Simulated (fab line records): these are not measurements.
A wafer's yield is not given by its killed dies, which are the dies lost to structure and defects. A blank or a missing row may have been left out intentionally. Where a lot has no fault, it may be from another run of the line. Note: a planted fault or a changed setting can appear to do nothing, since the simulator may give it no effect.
The tool behind it: which one? ; flow gf180mcu ; 36 wafers sampled from 12 lots at 1 step of a route of 602

## WHAT THE GAUGES SHOWED, per wafer
GF_POLY_GATE_CD_MEAS_18.
lot;measured;on;cdNm (nm)
L075;day 9 10:32;cdSem-02;280.1 280.3 279.3
L077;day 10 05:50;cdSem-01;278.2 279.2 280.4
L079;day 10 14:04;cdSem-01;282.2 282.3 282.0
L081;day 11 05:08;cdSem-01;278.9 279.8 279.4
L083;day 11 18:08;cdSem-02;278.1 279.4 278.1
L085;day 12 11:59;cdSem-01;279.7 280.2 281.1
L087;day 13 09:49;cdSem-02;280.3 279.3 281.5
L089;day 13 22:57;cdSem-02;280.1 278.0 280.5
L091;day 14 08:19;cdSem-01;280.8 280.0 282.0
L093;day 15 02:58;cdSem-01;280.1 281.3 279.6
L095;day 15 12:14;cdSem-02;282.9 283.2 283.3
L097;day 16 11:32;cdSem-02;277.9 280.2 278.1

## TOOL THAT RAN EACH LOT (tool first, then ch and the chambers of the sampled wafers, then the start)
Before these readings, the record contains no process step.

## THE ANSWER, worked out from the rows above alone
Rule: the usual values come from the lots themselves. Put in order of their means at a reading, lots are off if they are a third of the lots or fewer, leave a main group of 4 or more, and stand apart from it by a gap of 3 or more times the standard deviation of the main group's means; of several such gaps the widest counts. A main group is skipped when, at the precision printed for the reading in the tables above, its means are all equal. A lot without any number at a reading at which 4 lots or more have one is off too. The other lots that the step has rows for count as sound.
No lot is off at any reading shown: from this, nothing can be told.

## WHAT WAS PUT IN BY THE SIMULATOR
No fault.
